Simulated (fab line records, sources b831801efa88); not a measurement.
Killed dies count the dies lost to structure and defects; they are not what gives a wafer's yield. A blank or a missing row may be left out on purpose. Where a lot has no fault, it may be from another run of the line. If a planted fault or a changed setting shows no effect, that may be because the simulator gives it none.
fab line records + flow sky130
record
- lots=6
- wafers=18
- last-day=50
route steps=708 shown PWDE@46 NWELL@56 PAD_OPEN@708
lots that met no fault: taken from a fault-free run of the same line
start-h: hours from the record's opening day to when the first of the lot's shown wafers began + wait-h: hours elapsed since this lot's preceding step + " the same as in the row above + L1.1+2: a single row standing in for several wafers + - no value present, or no start provided + * or withheld: withheld + < > ~ a bound
route shown NAME@n: NAME is a module with steps in the file, n the number in the route of the first one + usual: mean/standard deviation taken from wafers without a fault + same: alike in all rows + chamber/n: place in a boat + sites: per-site readings + _std_site: their standard deviation + _edge_site: the outer-site mean with the inner-site mean subtracted + radius-mm: for every site, how far away it sits from the centre of the wafer + mask NAME#n: copy n + behind: the last tool/chamber to shape the wafer + hold: what put the lot on hold/how long, in hours/how the hold closed + device: transistor that didn't switch, given as n, p or np + end of line: the route-end tests of the same wafers + for a step that has no rows: nothing shown but its recipe + killed: dies that structure and defects cost at the first sort, which is not the same as the wafer's yield + map: dies across one wafer; x = killed, . = not, _ = none there
set.NAME: setting as actually run; set.NAME@STEP: the setting as run at that earlier step + model.NAME: the simulator's own value behind a step, which no gauge read
lots at selected steps of the route; one table per step, one row per wafer
services: the hour from which a tool's chamber was out of use, counted from the record's first day as start-h (under 0 if before that day), plus the number of hours and why
## steps
# step SKY_PWDE_HMDS_01
# recipe
- prime-time-s=60
- prime-temp-c=120
# step SKY_PWDE_COAT_02
# recipe
- spin-rpm=2000
- resist-thk-nm=3000
# step SKY_PWDE_SOFTBAKE_03
# recipe
- temp-c=110
- time-s=withheld
# step SKY_PWDE_EXPOSE_04
# recipe
- mask-id=PWDEM
- na=0.6
- source-shape=conventional
- sigma-outer=0.6
- polarization=unpolarized
- target-cd-nm=840
- dose-mj=214
# step SKY_PWDE_PEB_05
# recipe
- temp-c=115
- time-s=withheld
# step SKY_PWDE_DEVELOP_06
# recipe
- wall-angle-deg=90
- developer=TMAH
- develop-time-s=60
- dev-temp-c=23
# step SKY_PWDE_OVL_MEAS_07
# usual
- PWDE_OVL=-0.1/1.4
| lot.wafer | tool       | chamber | start-h | wait-h | PWDE_OVL[nm] |
|-----------|------------|---------|---------|--------|--------------|
| L352.2    | overlay-02 | -       | 107.40  | -      | -0.7         |
| L352.3    | "          | -       | "       | "      | -3.9         |
| L352.5    | "          | -       | "       | "      | -1.3         |
| L353.2    | overlay-01 | -       | 113.30  | -      | 0.4          |
| L353.3    | "          | -       | "       | "      | -1.6         |
| L353.5    | "          | -       | "       | "      | -1.0         |
| L357.1    | overlay-01 | -       | 134.99  | -      | -2.6         |
| L357.3    | "          | -       | "       | "      | -1.3         |
| L357.6    | "          | -       | "       | "      | -0.3         |
| L360.2    | overlay-01 | -       | 148.41  | -      | 0.2          |
| L360.5    | "          | -       | "       | "      | 0.1          |
| L360.6    | "          | -       | "       | "      | -0.9         |
| L363.2    | overlay-01 | -       | 164.57  | -      | 2.5          |
| L363.4    | "          | -       | "       | "      | 2.8          |
| L363.5    | "          | -       | "       | "      | 2.3          |
| L368.1    | overlay-02 | -       | 191.74  | -      | -1.4         |
| L368.3    | "          | -       | "       | "      | -2.2         |
| L368.6    | "          | -       | "       | "      | -2.0         |
# step SKY_PWDE_IMPLANT_08
# recipe
- species=B
- energy-kev=150
- dose-cm2=3.6e+12
- tilt-deg=withheld
# step SKY_PWDE_STRIP_09
# recipe
- chemistry=O2/N2
- power-w=1400
- pressure-mtorr=1500
- platen-temp-c=withheld
- o2-flow-sccm=3000
- n2-flow-sccm=300
- overash-fraction=0.5
# usual
- drypump-motor-current-A=6.00/0.27
- oes-product-au=0.722/0.0043
- strip-time-to-endpoint-s=36.86/0.12
| lot.wafer | tool            | chamber | start-h | wait-h | drypump-motor-current-A | oes-product-au | rf-hours-counter-h | strip-time-to-endpoint-s |
|-----------|-----------------|---------|---------|--------|-------------------------|----------------|--------------------|--------------------------|
| L352.2    | plasma-asher-01 | 0       | 107.58  | 0.1    | 5.93                    | 0.720          | 44                 | 36.71                    |
| L352.3    | "               | 0       | "       | "      | 5.93                    | 0.724          | -                  | 36.61                    |
| L352.5    | "               | 1       | "       | "      | 5.70                    | 0.716          | -                  | 36.71                    |
| L353.2    | plasma-asher-02 | 0       | 113.48  | 0.1    | 5.74                    | 0.719          | 44                 | 36.84                    |
| L353.3    | "               | 0       | "       | "      | 5.73                    | 0.720          | -                  | 36.95                    |
| L353.5    | "               | 1       | "       | "      | 6.26                    | 0.724          | -                  | 37.05                    |
| L357.1    | plasma-asher-02 | 0       | 135.18  | 0.1    | 5.72                    | 0.720          | 46                 | 37.08                    |
| L357.3    | "               | 1       | "       | "      | 6.25                    | 0.720          | -                  | 37.08                    |
| L357.6    | "               | 0       | "       | "      | 5.73                    | 0.719          | -                  | 37.15                    |
| L360.2    | plasma-asher-01 | 0       | 148.59  | 0.1    | 5.91                    | 0.728          | 48                 | 37.03                    |
| L360.5    | "               | 1       | "       | "      | 5.67                    | 0.724          | -                  | 37.04                    |
| L360.6    | "               | 0       | "       | "      | 5.93                    | 0.725          | -                  | 37.00                    |
| L363.2    | plasma-asher-02 | 1       | 164.75  | 0.1    | 6.26                    | 0.712          | 49                 | 36.83                    |
| L363.4    | "               | 1       | "       | "      | 6.26                    | 0.727          | -                  | 36.82                    |
| L363.5    | "               | 1       | "       | "      | 6.26                    | 0.725          | -                  | 36.90                    |
| L368.1    | plasma-asher-04 | 0       | 191.93  | 0.1    | 5.92                    | 0.726          | 7                  | 36.90                    |
| L368.3    | "               | 0       | "       | "      | 5.90                    | 0.724          | -                  | 36.86                    |
| L368.6    | "               | 0       | "       | "      | 5.91                    | 0.731          | -                  | 36.94                    |
# step SKY_PWDE_TW_MEAS_10
# usual
- PWDE_TW=372.5/2.7
| lot.wafer | tool          | chamber | start-h | wait-h | PWDE_TW |
|-----------|---------------|---------|---------|--------|---------|
| L352.2    | film-metro-02 | -       | 107.69  | 0.1    | 370.8   |
| L352.3    | "             | -       | "       | "      | 370.8   |
| L352.5    | "             | -       | "       | "      | 372.6   |
| L353.2    | film-metro-01 | -       | 113.59  | 0.1    | 372.4   |
| L353.3    | "             | -       | "       | "      | 371.7   |
| L353.5    | "             | -       | "       | "      | 372.7   |
| L357.1    | film-metro-02 | -       | 135.28  | 0.1    | 371.7   |
| L357.3    | "             | -       | "       | "      | 370.5   |
| L357.6    | "             | -       | "       | "      | 372.8   |
| L360.2    | film-metro-02 | -       | 148.70  | 0.1    | 369.6   |
| L360.5    | "             | -       | "       | "      | 369.4   |
| L360.6    | "             | -       | "       | "      | 370.1   |
| L363.2    | film-metro-04 | -       | 164.86  | 0.1    | 373.7   |
| L363.4    | "             | -       | "       | "      | 373.4   |
| L363.5    | "             | -       | "       | "      | 372.9   |
| L368.1    | film-metro-02 | -       | 192.03  | 0.1    | 371.7   |
| L368.3    | "             | -       | "       | "      | 373.0   |
| L368.6    | "             | -       | "       | "      | 370.6   |
# step SKY_NWELL_DEHYDRATE_03
# recipe
- temp-c=200
- time-s=60
# step SKY_NWELL_HMDS_04
# recipe
- prime-time-s=60
- prime-temp-c=120
# step SKY_NWELL_COAT_05
# recipe
- spin-rpm=2000
- resist-thk-nm=3000
| lot.wafer | tool           | chamber | start-h | wait-h | model.coat_of_NWELL_COAT_05.thk-nm |
|-----------|----------------|---------|---------|--------|------------------------------------|
| L352.2    | litho-track-04 | 0       | 116.98  | 0.1    | 3007                               |
| L352.3    | "              | 0       | "       | "      | 2990                               |
| L352.5    | "              | 0       | "       | "      | 3001                               |
| L353.2    | litho-track-03 | 0       | 122.16  | 0.1    | 2979                               |
| L353.3    | "              | 0       | "       | "      | 2977                               |
| L353.5    | "              | 0       | "       | "      | 2971                               |
| L357.1    | litho-track-03 | 0       | 144.84  | 0.1    | 2991                               |
| L357.3    | "              | 0       | "       | "      | 2986                               |
| L357.6    | "              | 0       | "       | "      | 2996                               |
| L360.2    | litho-track-03 | 0       | 158.66  | 0.1    | 840.2                              |
| L360.5    | "              | 0       | "       | "      | 837.6                              |
| L360.6    | "              | 0       | "       | "      | 838.5                              |
| L363.2    | litho-track-03 | 0       | 174.76  | 0.1    | 837                                |
| L363.4    | "              | 0       | "       | "      | 835.4                              |
| L363.5    | "              | 0       | "       | "      | 835.1                              |
| L368.1    | litho-track-04 | 0       | 202.21  | 0.1    | 3000                               |
| L368.3    | "              | 0       | "       | "      | 2998                               |
| L368.6    | "              | 0       | "       | "      | 2992                               |
# step SKY_NWELL_SOFTBAKE_06
# recipe
- temp-c=110
- time-s=withheld
# step SKY_NWELL_EXPOSE_07
# recipe
- mask-id=NWM
- na=0.6
- source-shape=conventional
- sigma-outer=0.6
- polarization=unpolarized
- target-cd-nm=840
- dose-mj=255
# step SKY_NWELL_PEB_08
# recipe
- temp-c=115
- time-s=withheld
# step SKY_NWELL_DEVELOP_09
# recipe
- wall-angle-deg=90
- developer=TMAH
- develop-time-s=60
- dev-temp-c=23
| lot.wafer | tool           | chamber | start-h | wait-h | model.coat_of_NWELL_COAT_05.thk-nm |
|-----------|----------------|---------|---------|--------|------------------------------------|
| L352.2    | litho-track-01 | 0       | -       | -      | 3003                               |
| L352.3    | "              | 0       | "       | "      | 2986                               |
| L352.5    | "              | 0       | "       | "      | 2997                               |
| L353.2    | litho-track-01 | 0       | -       | -      | 2974                               |
| L353.3    | "              | 0       | "       | "      | 2973                               |
| L353.5    | "              | 0       | "       | "      | 2967                               |
| L357.1    | litho-track-03 | 0       | -       | -      | 2987                               |
| L357.3    | "              | 0       | "       | "      | 2982                               |
| L357.6    | "              | 0       | "       | "      | 2991                               |
| L360.2    | litho-track-03 | 0       | -       | -      | 836                                |
| L360.5    | "              | 0       | "       | "      | 833.3                              |
| L360.6    | "              | 0       | "       | "      | 834.3                              |
| L363.2    | litho-track-01 | 0       | -       | -      | 832.7                              |
| L363.4    | "              | 0       | "       | "      | 831.2                              |
| L363.5    | "              | 0       | "       | "      | 830.9                              |
| L368.1    | litho-track-04 | 0       | -       | -      | 2996                               |
| L368.3    | "              | 0       | "       | "      | 2994                               |
| L368.6    | "              | 0       | "       | "      | 2988                               |
# step SKY_NWELL_OVL_MEAS_10
# usual
- NWELL_00_OVL=0.0/1.4
| lot.wafer | tool       | chamber | start-h | wait-h | NWELL_00_OVL[nm] |
|-----------|------------|---------|---------|--------|------------------|
| L352.2    | overlay-02 | -       | 126.22  | -      | -1.8             |
| L352.3    | "          | -       | "       | "      | -1.4             |
| L352.5    | "          | -       | "       | "      | -1.2             |
| L353.2    | overlay-02 | -       | 131.87  | -      | -1.8             |
| L353.3    | "          | -       | "       | "      | -1.2             |
| L353.5    | "          | -       | "       | "      | -2.5             |
| L357.1    | overlay-01 | -       | 154.64  | -      | -1.1             |
| L357.3    | "          | -       | "       | "      | -0.2             |
| L357.6    | "          | -       | "       | "      | -1.1             |
| L360.2    | overlay-01 | -       | 168.70  | -      | 1.7              |
| L360.5    | "          | -       | "       | "      | 0.7              |
| L360.6    | "          | -       | "       | "      | 0.8              |
| L363.2    | overlay-01 | -       | 185.62  | -      | -0.5             |
| L363.4    | "          | -       | "       | "      | 0.0              |
| L363.5    | "          | -       | "       | "      | 0.7              |
| L368.1    | overlay-01 | -       | 213.31  | -      | 0.1              |
| L368.3    | "          | -       | "       | "      | 1.4              |
| L368.6    | "          | -       | "       | "      | 0.1              |
# step SKY_NWELL_IMPLANT_11
# recipe
- species=P
- energy-kev=400
- dose-cm2=1.9e+13
- tilt-deg=withheld
# step SKY_NWELL_IMPLANT_12
# recipe
- species=P
- energy-kev=120
- dose-cm2=1.3e+12
- tilt-deg=withheld
# step SKY_NWELL_IMPLANT_13
# recipe
- species=P
- energy-kev=50
- dose-cm2=7e+11
- tilt-deg=withheld
# step SKY_NWELL_STRIP_14
# recipe
- chemistry=O2/N2
- power-w=1400
- pressure-mtorr=1500
- platen-temp-c=withheld
- o2-flow-sccm=3000
- n2-flow-sccm=300
- overash-fraction=0.5
# usual
- drypump-motor-current-A=6.0/0.33
- oes-product-au=0.723/0.0043
- strip-time-to-endpoint-s=36.84/0.11
| lot.wafer | tool            | chamber | start-h | wait-h | drypump-motor-current-A | oes-product-au | rf-hours-counter-h | strip-time-to-endpoint-s |
|-----------|-----------------|---------|---------|--------|-------------------------|----------------|--------------------|--------------------------|
| L352.2    | plasma-asher-03 | 1       | 126.70  | 0.1    | 5.5                     | 0.718          | 31                 | 37.00                    |
| L352.3    | "               | 0       | "       | "      | 5.5                     | 0.730          | -                  | 36.81                    |
| L352.5    | "               | 0       | "       | "      | 5.5                     | 0.718          | -                  | 36.91                    |
| L353.2    | plasma-asher-04 | 1       | 132.35  | 0.1    | 6.5                     | 0.723          | 1                  | 36.68                    |
| L353.3    | "               | 1       | "       | "      | 6.4                     | 0.725          | -                  | 36.64                    |
| L353.5    | "               | 0       | "       | "      | 5.9                     | 0.717          | -                  | 36.56                    |
| L357.1    | plasma-asher-02 | 0       | 155.13  | 0.1    | 5.7                     | 0.727          | 48                 | 36.80                    |
| L357.3    | "               | 0       | "       | "      | 5.7                     | 0.731          | -                  | 36.76                    |
| L357.6    | "               | 0       | "       | "      | 5.7                     | 0.726          | -                  | 36.86                    |
| L360.2    | plasma-asher-02 | 1       | 169.18  | 0.1    | 6.3                     | 0.709          | 50                 | 11.44                    |
| L360.5    | "               | 0       | "       | "      | 5.7                     | 0.702          | -                  | 11.41                    |
| L360.6    | "               | 1       | "       | "      | 6.3                     | 0.704          | -                  | 11.43                    |
| L363.2    | plasma-asher-03 | 0       | 186.10  | 0.1    | 5.5                     | 0.699          | 37                 | 11.38                    |
| L363.4    | "               | 0       | "       | "      | 5.5                     | 0.706          | -                  | 11.39                    |
| L363.5    | "               | 0       | "       | "      | 5.5                     | 0.709          | -                  | 11.38                    |
| L368.1    | plasma-asher-02 | 0       | 213.79  | 0.1    | 5.7                     | 0.724          | 54                 | 36.90                    |
| L368.3    | "               | 1       | "       | "      | 6.2                     | 0.719          | -                  | 36.89                    |
| L368.6    | "               | 1       | "       | "      | 6.2                     | 0.725          | -                  | 36.81                    |
# step SKY_NWELL_TW_MEAS_15
# usual
- NWELL_TW=1815/11
| lot.wafer | tool          | chamber | start-h | wait-h | NWELL_TW |
|-----------|---------------|---------|---------|--------|----------|
| L352.2    | film-metro-01 | -       | 126.81  | 0.1    | 1837     |
| L352.3    | "             | -       | "       | "      | 1823     |
| L352.5    | "             | -       | "       | "      | 1832     |
| L353.2    | film-metro-02 | -       | 132.46  | 0.1    | 1810     |
| L353.3    | "             | -       | "       | "      | 1816     |
| L353.5    | "             | -       | "       | "      | 1807     |
| L357.1    | film-metro-04 | -       | 155.23  | 0.1    | 1813     |
| L357.3    | "             | -       | "       | "      | 1819     |
| L357.6    | "             | -       | "       | "      | 1811     |
| L360.2    | film-metro-01 | -       | 169.29  | 0.1    | 1826     |
| L360.5    | "             | -       | "       | "      | 1820     |
| L360.6    | "             | -       | "       | "      | 1823     |
| L363.2    | film-metro-02 | -       | 186.21  | 0.1    | 1816     |
| L363.4    | "             | -       | "       | "      | 1809     |
| L363.5    | "             | -       | "       | "      | 1785     |
| L368.1    | film-metro-01 | -       | 213.89  | 0.1    | 1832     |
| L368.3    | "             | -       | "       | "      | 1830     |
| L368.6    | "             | -       | "       | "      | 1830     |
# step SKY_NWELL_DEHYDRATE_16
# recipe
- temp-c=200
- time-s=60
# step SKY_NWELL_HMDS_17
# recipe
- prime-time-s=60
- prime-temp-c=120
# step SKY_NWELL_COAT_18
# recipe
- spin-rpm=2000
- resist-thk-nm=3000
# step SKY_NWELL_SOFTBAKE_19
# recipe
- temp-c=110
- time-s=withheld
# step SKY_NWELL_EXPOSE_20
# recipe
- mask-id=NWM_COMPLEMENT
- na=0.6
- source-shape=conventional
- sigma-outer=0.6
- polarization=unpolarized
- target-cd-nm=840
- dose-mj=260
# step SKY_NWELL_PEB_21
# recipe
- temp-c=115
- time-s=withheld
# step SKY_NWELL_DEVELOP_22
# recipe
- wall-angle-deg=90
- developer=TMAH
- develop-time-s=60
- dev-temp-c=23
# step SKY_NWELL_OVL_MEAS_23
# usual
- NWELL_01_OVL=0.3/1.5
| lot.wafer | tool       | chamber | start-h | wait-h | NWELL_01_OVL[nm] |
|-----------|------------|---------|---------|--------|------------------|
| L352.2    | overlay-01 | -       | 146.17  | -      | 1.3              |
| L352.3    | "          | -       | "       | "      | 0.7              |
| L352.5    | "          | -       | "       | "      | 1.5              |
| L353.2    | overlay-01 | -       | 151.65  | -      | -0.8             |
| L353.3    | "          | -       | "       | "      | 1.3              |
| L353.5    | "          | -       | "       | "      | 0.8              |
| L357.1    | overlay-01 | -       | 175.45  | -      | 0.0              |
| L357.3    | "          | -       | "       | "      | -0.7             |
| L357.6    | "          | -       | "       | "      | -1.8             |
| L360.2    | overlay-02 | -       | 190.81  | -      | -0.7             |
| L360.5    | "          | -       | "       | "      | -1.1             |
| L360.6    | "          | -       | "       | "      | -0.4             |
| L363.2    | overlay-02 | -       | 207.90  | -      | -2.5             |
| L363.4    | "          | -       | "       | "      | -1.5             |
| L363.5    | "          | -       | "       | "      | -1.4             |
| L368.1    | overlay-02 | -       | 237.46  | -      | -2.9             |
| L368.3    | "          | -       | "       | "      | -3.2             |
| L368.6    | "          | -       | "       | "      | -3.8             |
# step SKY_NWELL_IMPLANT_24
# recipe
- species=B
- energy-kev=140
- dose-cm2=9.2e+12
- tilt-deg=withheld
# step SKY_NWELL_STRIP_25
# recipe
- chemistry=O2/N2
- power-w=1400
- pressure-mtorr=1500
- platen-temp-c=withheld
- o2-flow-sccm=3000
- n2-flow-sccm=300
- overash-fraction=0.5
# usual
- drypump-motor-current-A=5.9/0.35
- oes-product-au=0.722/0.0048
- strip-time-to-endpoint-s=36.87/0.13
| lot.wafer | tool            | chamber | start-h | wait-h | drypump-motor-current-A | oes-product-au | rf-hours-counter-h | strip-time-to-endpoint-s |
|-----------|-----------------|---------|---------|--------|-------------------------|----------------|--------------------|--------------------------|
| L352.2    | plasma-asher-04 | 1       | 146.35  | 0.1    | 6.4                     | 0.715          | 3                  | 36.73                    |
| L352.3    | "               | 0       | "       | "      | 5.9                     | 0.724          | -                  | 36.78                    |
| L352.5    | "               | 1       | "       | "      | 6.5                     | 0.720          | -                  | 36.83                    |
| L353.2    | plasma-asher-04 | 0       | 151.83  | 0.1    | 5.9                     | 0.719          | 3                  | 37.01                    |
| L353.3    | "               | 0       | "       | "      | 5.9                     | 0.725          | -                  | 36.98                    |
| L353.5    | "               | 0       | "       | "      | 6.0                     | 0.727          | -                  | 36.89                    |
| L357.1    | plasma-asher-04 | 1       | 175.64  | 0.1    | 6.4                     | 0.720          | 6                  | 36.78                    |
| L357.3    | "               | 1       | "       | "      | 6.4                     | 0.713          | -                  | 36.79                    |
| L357.6    | "               | 1       | "       | "      | 6.4                     | 0.714          | -                  | 36.73                    |
| L360.2    | plasma-asher-04 | 1       | 190.99  | 0.1    | 6.4                     | 0.721          | 7                  | 37.11                    |
| L360.5    | "               | 1       | "       | "      | 6.4                     | 0.732          | -                  | 37.13                    |
| L360.6    | "               | 0       | "       | "      | 6.0                     | 0.720          | -                  | 37.06                    |
| L363.2    | plasma-asher-03 | 1       | 208.08  | 0.1    | 5.5                     | 0.723          | 39                 | 36.95                    |
| L363.4    | "               | 0       | "       | "      | 5.5                     | 0.719          | -                  | 36.92                    |
| L363.5    | "               | 1       | "       | "      | 5.5                     | 0.722          | -                  | 36.92                    |
| L368.1    | plasma-asher-02 | 1       | 237.64  | 0.1    | 6.3                     | 0.715          | 56                 | 36.62                    |
| L368.3    | "               | 1       | "       | "      | 6.2                     | 0.718          | -                  | 36.73                    |
| L368.6    | "               | 0       | "       | "      | 5.7                     | 0.721          | -                  | 36.59                    |
# step SKY_NWELL_TW_MEAS_26
# usual
- NWELL_2_TW=494/3.9
| lot.wafer | tool          | chamber | start-h | wait-h | NWELL_2_TW |
|-----------|---------------|---------|---------|--------|------------|
| L352.2    | film-metro-04 | -       | 146.46  | 0.1    | 493        |
| L352.3    | "             | -       | "       | "      | 493        |
| L352.5    | "             | -       | "       | "      | 495        |
| L353.2    | film-metro-01 | -       | 151.94  | 0.1    | 499        |
| L353.3    | "             | -       | "       | "      | 501        |
| L353.5    | "             | -       | "       | "      | 504        |
| L357.1    | film-metro-01 | -       | 175.74  | 0.1    | 498        |
| L357.3    | "             | -       | "       | "      | 497        |
| L357.6    | "             | -       | "       | "      | 500        |
| L360.2    | film-metro-04 | -       | 191.10  | 0.1    | 765        |
| L360.5    | "             | -       | "       | "      | 772        |
| L360.6    | "             | -       | "       | "      | 771        |
| L363.2    | film-metro-02 | -       | 208.19  | 0.1    | 796        |
| L363.4    | "             | -       | "       | "      | 795        |
| L363.5    | "             | -       | "       | "      | 797        |
| L368.1    | film-metro-02 | -       | 237.74  | 0.1    | 490        |
| L368.3    | "             | -       | "       | "      | 492        |
| L368.6    | "             | -       | "       | "      | 491        |
# step SKY_NWELL_CLEAN_27
# recipe
- chemistry=SC1/SC2
- mix=1:4:20
- temp-c=70
- time-s=150
- dry=n2-spin
# step SKY_PAD_OPEN_PROBE_99
# usual
- killed_at_M0_to_M3=43/6.3
- killed_at_M4_up=3.0/1.6
- killed-at-contacts=25/5
- killed-at-front-end=15/4.4
- killed-at-other=0.3/0.8
- killed-dies=85/8.7
- killed-open=47/6.9
- killed-short=38/6.3
# same
- gross-dies=492
- killed-at-back-side=0
| lot.wafer | tool      | chamber | start-h | wait-h | killed_at_M0_to_M3 | killed_at_M4_up | killed-at-contacts | killed-at-front-end | killed-at-other | killed-dies | killed-open | killed-short |
|-----------|-----------|---------|---------|--------|--------------------|-----------------|--------------------|---------------------|-----------------|-------------|-------------|--------------|
| L352.2    | prober-02 | -       | 1121.66 | 0.1    | 58                 | 3               | 25                 | 17                  | 0               | 103         | 51          | 52           |
| L352.3    | prober-02 | -       | 1121.71 | 0.2    | 49                 | 2               | 32                 | 8                   | 0               | 91          | 57          | 34           |
| L352.5    | prober-02 | -       | 1121.81 | 0.2    | 52                 | 3               | 19                 | 14                  | 4               | 92          | 44          | 44           |
| L353.2    | prober-01 | -       | 1129.29 | 0.1    | 39                 | 5               | 24                 | 21                  | 0               | 89          | 46          | 43           |
| L353.3    | prober-01 | -       | 1129.34 | 0.2    | 43                 | 1               | 18                 | 24                  | 0               | 86          | 49          | 37           |
| L353.5    | prober-01 | -       | 1129.44 | 0.2    | 40                 | 3               | 22                 | 13                  | 0               | 78          | 41          | 37           |
| L360.2    | prober-01 | -       | 1157.22 | 0.1    | 52                 | 1               | 19                 | 19                  | 0               | 91          | 53          | 38           |
| L360.5    | prober-01 | -       | 1157.37 | 0.2    | 33                 | 2               | 27                 | 9                   | 0               | 71          | 45          | 26           |
| L360.6    | prober-01 | -       | 1157.42 | 0.2    | 39                 | 1               | 30                 | 16                  | 0               | 86          | 53          | 33           |
| L363.2    | prober-01 | -       | 1175.83 | 0.1    | 57                 | 4               | 23                 | 10                  | 0               | 94          | 58          | 36           |
| L363.4    | prober-01 | -       | 1175.93 | 0.2    | 43                 | 3               | 21                 | 11                  | 0               | 78          | 45          | 33           |
| L363.5    | prober-01 | -       | 1175.98 | 0.2    | 38                 | 6               | 26                 | 16                  | 12              | 98          | 51          | 35           |
# killed by level:class
L352.2 METAL2:geometric-particle:short=10 VIA3:geometric-particle:open=10 CONTACT:geometric-particle:open=9 VIA1:geometric-particle:open=9 VIA2:geometric-particle:open=7 METAL1:geometric-particle:short=6 VIA1:geometric-particle:short=5 FIELD_ISO:geometric-particle:short=4
L352.3 CONTACT:geometric-particle:open=12 VIA1:geometric-particle:open=12 LI_CONTACT:geometric-particle:open=11 VIA3:geometric-particle:open=8 METAL1:geometric-particle:short=6 VIA1:geometric-particle:short=6 CONTACT:geometric-particle:short=5 POLY_GATE:geometric-particle:open=4
L352.5 VIA1:geometric-particle:open=12 METAL2:geometric-particle:short=8 FIELD_ISO:geometric-particle:short=7 CONTACT:geometric-particle:open=7 METAL1:geometric-particle:short=7 LI_CONTACT:geometric-particle:open=6 VIA1:geometric-particle:short=5 VIA2:geometric-particle:open=5
L353.2 VIA1:geometric-particle:open=7 LI_CONTACT:geometric-particle:open=6 LOCAL_INTERCONNECT:geometric-particle:short=6 FIELD_ISO:geometric-particle:open=5 VIA1:geometric-particle:short=5 CONTACT:geometric-particle:open=5 METAL1:geometric-particle:short=5 VIA3:geometric-particle:open=5
L353.3 VIA1:geometric-particle:open=8 FIELD_ISO:geometric-particle:short=7 VIA3:geometric-particle:open=7 METAL2:geometric-particle:short=6 LI_CONTACT:geometric-particle:open=6 FIELD_ISO:geometric-particle:open=5 POLY_GATE:geometric-particle:open=5 CONTACT:geometric-particle:short=5
L353.5 VIA1:geometric-particle:open=10 METAL1:geometric-particle:short=8 LI_CONTACT:geometric-particle:short=7 CONTACT:geometric-particle:open=7 VIA3:geometric-particle:open=5 VIA2:geometric-particle:open=5 FIELD_ISO:geometric-particle:open=3 POLY_GATE:geometric-particle:open=3
L360.2 VIA1:geometric-particle:open=12 METAL1:geometric-particle:short=8 VIA2:geometric-particle:open=8 CONTACT:geometric-particle:open=7 METAL2:geometric-particle:short=6 FIELD_ISO:geometric-particle:open=5 LI_CONTACT:geometric-particle:open=5 VIA3:geometric-particle:open=5
L360.5 CONTACT:geometric-particle:open=13 LI_CONTACT:geometric-particle:open=6 VIA1:geometric-particle:open=6 CONTACT:geometric-particle:short=4 METAL1:geometric-particle:short=4 VIA2:geometric-particle:open=4 METAL2:geometric-particle:short=4 VIA3:geometric-particle:open=4
L360.6 CONTACT:geometric-particle:open=13 VIA1:geometric-particle:open=9 FIELD_ISO:geometric-particle:open=8 LOCAL_INTERCONNECT:geometric-particle:short=6 CONTACT:geometric-particle:short=6 VIA2:geometric-particle:open=6 VIA3:geometric-particle:open=6 POLY_GATE:geometric-particle:open=4
L363.2 VIA1:geometric-particle:open=18 LI_CONTACT:geometric-particle:open=12 VIA1:geometric-particle:short=6 CONTACT:geometric-particle:open=6 METAL2:geometric-particle:short=6 VIA3:geometric-particle:open=6 METAL1:geometric-particle:short=5 VIA2:geometric-particle:short=5
L363.4 VIA1:geometric-particle:open=12 CONTACT:geometric-particle:open=10 VIA1:geometric-particle:short=5 METAL1:geometric-particle:short=5 VIA2:geometric-particle:open=5 METAL2:geometric-particle:short=4 VIA3:geometric-particle:short=4 VIA3:geometric-particle:open=4
L363.5 PAD_OPEN:area-etch=12 VIA1:geometric-particle:open=11 LI_CONTACT:geometric-particle:open=11 METAL1:geometric-particle:short=8 CONTACT:geometric-particle:open=7 POLY_GATE:geometric-particle:open=5 VIA3:geometric-particle:open=5 FIELD_ISO:geometric-particle:open=3
## services
| tool            | chamber | start-h | hours | kind       |
|-----------------|---------|---------|-------|------------|
| plasma-asher-01 | -       | 85.12   | 1.2   | repair     |
| plasma-asher-04 | -       | 108.75  | 9.0   | pm         |
| plasma-asher-04 | 0       | 108.75  | 9.0   | vent-cycle |
| plasma-asher-04 | 1       | 108.75  | 9.0   | vent-cycle |
| plasma-asher-04 | 0       | 117.75  | -     | clean      |
| plasma-asher-04 | 1       | 117.75  | -     | clean      |
| plasma-asher-03 | -       | 158.99  | 2.4   | repair     |
## key
first-sign
- step=SKY_NWELL_STRIP_14
- reading=strip-time-to-endpoint-s
- direction=down
- sigmas=99+
- usual=*
- struck=*
effect
- step=SKY_NWELL_STRIP_14
- reading=oes-product-au
- direction=down
- sigmas=4.1
- usual=0.723
- struck=0.705
effect
- step=SKY_NWELL_TW_MEAS_26
- reading=NWELL_2_TW
- direction=up
- sigmas=74
- usual=494
- struck=782
model-effect
- step=SKY_NWELL_COAT_05
- value=coat_of_NWELL_COAT_05.thk-nm
- without=2996
- struck=837.3
model-effect
- step=SKY_NWELL_DEVELOP_09
- value=coat_of_NWELL_COAT_05.thk-nm
- without=2992
- struck=833.1
met-at SKY_NWELL_COAT_05
struck-wafers L360.2,L360.5,L360.6,L363.2,L363.4,L363.5
tester-left-out L360,L363
baseline-loss
- step=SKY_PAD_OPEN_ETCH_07
- wafers=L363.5
onset-between 144.84 158.66
fault
- kind=process-parameter-drift
- tool=litho-track-03
- chamber=-
- onset-h=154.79
- steps=SKY_NWELL_COAT_05
- channel=resist-thk-nm
- offset=-2161.7
- shape=step
- end-h=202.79
- acts-in=these-recipes-only
- stated=3000
# tester-left-out: of these lots the tester's yield and bins aren't shown, on N5 and GAA mostly nor the transistor test; their killed dies are dies lost to structure and defects alone, not to doping, threshold or leakage, so they don't give the yield
# baseline-loss: these wafers lose ten dies or more at that step, a loss of the line's own and not of a fault; the sort's usual values leave them out
